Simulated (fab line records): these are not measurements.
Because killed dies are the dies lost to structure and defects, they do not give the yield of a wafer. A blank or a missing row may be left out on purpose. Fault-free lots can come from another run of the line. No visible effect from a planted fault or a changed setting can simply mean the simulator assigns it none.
A struck lot beside a sound one ; flow sky130 ; 14 steps out of a route of 708
Sound: these wafers, L866.1, L866.2, L866.5. Struck: wafers L868.1, L868.3, L868.5. The cause is named last.
Each step with rows lists, per side, the tool, then ch with its chambers, then its first start. Under that, the readings that differ: sound wafers ; struck wafers ; difference of the means ; sigmas: that difference in standard deviations of wafers without a fault.
alike: words and numbers the same on both sides, and readings whose means are apart by under 2 such deviations; not compared: readings that were withheld, readings missing a value for some wafer, numbers with overlapping values and no deviation given by the record, and bounds like >300 which may hide the same value.
A row with sigmas, a row that says differs or no value, or rows on one side alone: a step with any of these is where the two part. Numbers that don't overlap but have no deviation are shown without sigmas and don't part them. A reading missing from all wafers of one side parts the sides only when that side holds two or more wafers.

first, 4 steps without rows for these wafers: SKY_VIA2_CLEAN_18 (cleans in IPA, time 180 s); SKY_VIA2_CLEAN_19 (cleans in O3/DIW); SKY_VIA2_SPUTTER_20 (material TiN, target thk 20 nm, time 80 s); SKY_VIA2_CVD_21 (deposits W, target thk 420 nm, time 126.4 s).
SKY_VIA2_RS_MEAS_22: measurement is done with a four-point probe.
  struck on film_metro-04, day 38 14:33; sound on film_metro-01, day 37 13:51
  alike: VIA2_W_RS
SKY_VIA2_THK_MEAS_23: measures by xrf.
  struck on film_metro-04, day 38 14:40; sound on film_metro-01, day 37 13:58
  alike: VIA2_W_THK
SKY_VIA2_CMP_24: polishes, stops on SiO2, t overpolish 20 s, target thk 0 nm.
  sound on cmp-02 ch 0,3, day 37 14:10; struck on cmp-02 ch 1,2,3, day 38 14:47
  alike: motor_current_A, overpolish_run_s, time_to_endpoint_s
SKY_METAL3_SPUTTER_00: material Ti, target thk 15 nm, time 10 s.
  struck on pvd_sputter-01, day 38 15:02; sound on pvd_sputter-01, day 37 14:28
  alike: throttle_valve_pct
then, 1 step without rows for these wafers: SKY_METAL3_SPUTTER_01 (material TiN, target thk 20 nm, time 16.7 s).
SKY_METAL3_SPUTTER_02: material AlCu, target thk 735 nm, time 39.1 s.
  struck on pvd_sputter-01, day 38 15:04; sound on pvd_sputter-01, day 37 14:31
  alike: throttle_valve_pct
SKY_METAL3_SPUTTER_03: material Ti, target thk 5 nm, time 3.3 s.
  struck on pvd_sputter-01, day 38 15:07; sound on pvd_sputter-01, day 37 14:34
  alike: throttle_valve_pct
SKY_METAL3_SPUTTER_04: material TiN, target thk 70 nm, time 58.3 s.
  struck on pvd_sputter-01, day 38 15:08; sound on pvd_sputter-01, day 37 14:35
  alike: throttle_valve_pct
SKY_CAPM_CVD_00: deposits SiO2, target thk 15.5 nm.
  sound on pecvd-02 ch 0,2, day 37 14:37; struck on pecvd-04 ch 1,2, day 38 15:00
  alike: heater_power_outer_w, heater_power_w
SKY_CAPM_THK_MEAS_01:
  struck on film_metro-01, day 38 15:37; sound on film_metro-03, day 37 14:39
reading;sound;struck;difference;sigmas
CAPM_CVD_00_THK (nm);14.99 15.15 15.26;30.44 30.40 31.03;+15.49;+77

## WHERE THEY PART
Within this record, at SKY_CAPM_THK_MEAS_01 only.

WHY: what the simulator had put in
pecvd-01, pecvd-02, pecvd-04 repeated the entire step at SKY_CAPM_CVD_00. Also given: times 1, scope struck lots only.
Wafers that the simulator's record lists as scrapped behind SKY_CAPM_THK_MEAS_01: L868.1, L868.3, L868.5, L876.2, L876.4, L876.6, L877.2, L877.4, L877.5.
